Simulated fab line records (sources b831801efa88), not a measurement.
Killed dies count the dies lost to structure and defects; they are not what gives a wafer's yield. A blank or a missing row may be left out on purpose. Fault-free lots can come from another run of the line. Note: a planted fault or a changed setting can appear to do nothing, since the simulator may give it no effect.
Which tool did it?    flow sfq_line    42 wafers from 14 lots sampled at 4 of the route's 325 steps

## WHAT EACH GAUGE READ, for each wafer
SFQ_M6_OVL_MEAS_940.
lot   measured      on          M6_OVL (nm)
L104  day 77 09:41  overlay-01  -5 -5 -9
L105  day 77 12:06  overlay-01  -3 -3 1
L108  day 77 18:05  overlay-01  -3 -6 0
L109  day 77 21:41  overlay-01  -3 -1 -7
L110  day 77 22:54  overlay-01  8 -1 12
L112  day 78 04:54  overlay-01  2 -6 -7
L113  day 78 06:05  overlay-01  -1 -1 -5
L116  day 78 15:42  overlay-01  -7 0 -4
L117  day 78 21:22  overlay-01  8 8 4
L119  day 79 06:58  overlay-01  -9 -9 -9
L121  day 79 23:46  overlay-01  -4 -7 -1
L123  day 80 06:58  overlay-01  2 6 5
L125  day 80 16:34  overlay-02  -2 -7 2
L126  day 80 21:22  overlay-01  0 0 1

SFQ_M7_RS_MEAS_943: measures by four-point-probe.
lot   measured      on             M7_NB_RS (ohm/sq)
L104  day 78 06:50  film_metro-04  0.880 0.882 0.880
L105  day 78 09:17  film_metro-03  0.872 0.854 0.868
L108  day 78 14:04  film_metro-03  0.899 0.895 0.898
L109  day 78 16:28  film_metro-04  - - -
L110  day 82 00:09  film_metro-01  - - -
L112  day 82 10:56  film_metro-01  0.882 0.889 0.882
L113  day 82 13:17  film_metro-03  0.893 0.897 0.894
L116  day 83 01:20  film_metro-03  0.893 0.892 0.891
L117  day 83 06:07  film_metro-04  0.871 0.878 0.890
L119  day 83 19:19  film_metro-01  0.890 0.891 0.878
L121  day 84 10:55  film_metro-03  0.901 0.892 0.909
L123  day 84 18:41  film_metro-03  0.874 0.885 0.886
L125  day 85 01:19  film_metro-01  0.893 0.898 0.898
L126  day 85 06:05  film_metro-01  0.885 0.891 0.890

## WHICH TOOL RAN EACH LOT (tool, then ch and the chambers of the sampled wafers, then the start)
lot   SFQ_TRILAYER_I6_METRO_MEASURE_167  SFQ_TRILAYER_M7_DEP_SPUTTER_175
L104  film_metro-02, day 77 16:29        pvd_sputter-03, day 78 06:45
L105  film_metro-01, day 77 18:40        pvd_sputter-04, day 78 09:09
L108  film_metro-01, day 78 00:41        pvd_sputter-03, day 78 13:57
L109  film_metro-03, day 78 03:41        pvd_sputter-04, day 78 16:21
L110  film_metro-02, day 78 05:05        pvd_sputter-05, day 82 00:00
L112  film_metro-01, day 78 12:53        pvd_sputter-05, day 82 10:48
L113  film_metro-02, day 78 13:29        pvd_sputter-03, day 82 13:12
L116  film_metro-03, day 78 23:19        pvd_sputter-05, day 83 01:12
L117  film_metro-03, day 79 01:45        pvd_sputter-04, day 83 06:00
L119  film_metro-01, day 79 11:21        pvd_sputter-04, day 83 19:12
L121  film_metro-02, day 80 04:56        pvd_sputter-05, day 84 10:48
L123  film_metro-03, day 80 11:56        pvd_sputter-04, day 84 18:36
L125  film_metro-03, day 80 21:33        pvd_sputter-05, day 85 01:12
L126  film_metro-02, day 81 03:17        pvd_sputter-03, day 85 06:00
- SFQ_TRILAYER_I6_METRO_MEASURE_167
- SFQ_TRILAYER_M7_DEP_SPUTTER_175: material Nb, target thk 200 nm, time 133.3 s.

## WHAT THE TOOLS THEMSELVES READ (means of the sampled wafers that have a number; where no wafer has one, the mark that the record gives instead)
SFQ_TRILAYER_I6_METRO_MEASURE_167.
lot   tool           thk_nm (nm)
L104  film_metro-02  199.8
L105  film_metro-01  200.8
L108  film_metro-01  201.6
L109  film_metro-03  199.7
L110  film_metro-02  199.7
L112  film_metro-01  201.4
L113  film_metro-02  198.4
L116  film_metro-03  199.2
L117  film_metro-03  200.6
L119  film_metro-01  199.9
L121  film_metro-02  200.0
L123  film_metro-03  200.7
L125  film_metro-03  200.6
L126  film_metro-02  199.7

SFQ_TRILAYER_M7_DEP_SPUTTER_175.
lot   tool            base_pressure_pa (Pa)  cathode_dc_power_W (W)  throttle_valve_pct (%)
L104  pvd_sputter-03  1.34e-06               2000.2                  30.4
L105  pvd_sputter-04  1.36e-06               1999.9                  30.6
L108  pvd_sputter-03  1.32e-06               2000.2                  30.6
L109  pvd_sputter-04  -                      -                       -
L110  pvd_sputter-05  -                      -                       -
L112  pvd_sputter-05  1.38e-06               2000.0                  29.4
L113  pvd_sputter-03  1.28e-06               1999.9                  30.2
L116  pvd_sputter-05  1.36e-06               2000.3                  29.4
L117  pvd_sputter-04  1.30e-06               1999.8                  29.6
L119  pvd_sputter-04  1.28e-06               2000.1                  30.5
L121  pvd_sputter-05  1.30e-06               1999.7                  29.4
L123  pvd_sputter-04  1.37e-06               2000.2                  29.7
L125  pvd_sputter-05  1.32e-06               2000.5                  29.3
L126  pvd_sputter-03  1.34e-06               2000.0                  30.0

## THE ANSWER, worked out from the rows above alone
Rule: what is usual is taken from the lots themselves. Put in order of their means at a reading, lots are off if they are a third of the lots or fewer, leave a main group of 4 or more, and stand apart from it by a gap of 3 or more times the standard deviation of the main group's means; of several such gaps the widest counts. If all means in a main group match to the digits the tables above print for the reading, that group is not used. Also off: a lot with no number at a reading for which 4 or more lots have one. All remaining lots with rows at the step are treated as sound. Order of review: gauges by route order, followed by the tools' own readings, for which a lot's mean as printed above is used. The first step at which some lot is off is used, and at that step the reading that is off furthest; a lot without a number counts as furthest.
Off: L109, L110, seen at SFQ_M7_RS_MEAS_943 (M7_NB_RS). Without a number there: L109, L110. For the main group the mean is 0.887 ohm/sq and the standard deviation 0.0096.
If a tool, at a process step before that reading, ran all the lots that are off and no sound lot after the first of them, it fits. Not tried: the gauges at SFQ_M7_RS_MEAS_943; whatever is off there is also off at SFQ_TRILAYER_M7_DEP_SPUTTER_175, on other tools, and gauge error can't account for it. No candidate that was tried fits.

## WHAT THE SIMULATOR HAD PUT IN
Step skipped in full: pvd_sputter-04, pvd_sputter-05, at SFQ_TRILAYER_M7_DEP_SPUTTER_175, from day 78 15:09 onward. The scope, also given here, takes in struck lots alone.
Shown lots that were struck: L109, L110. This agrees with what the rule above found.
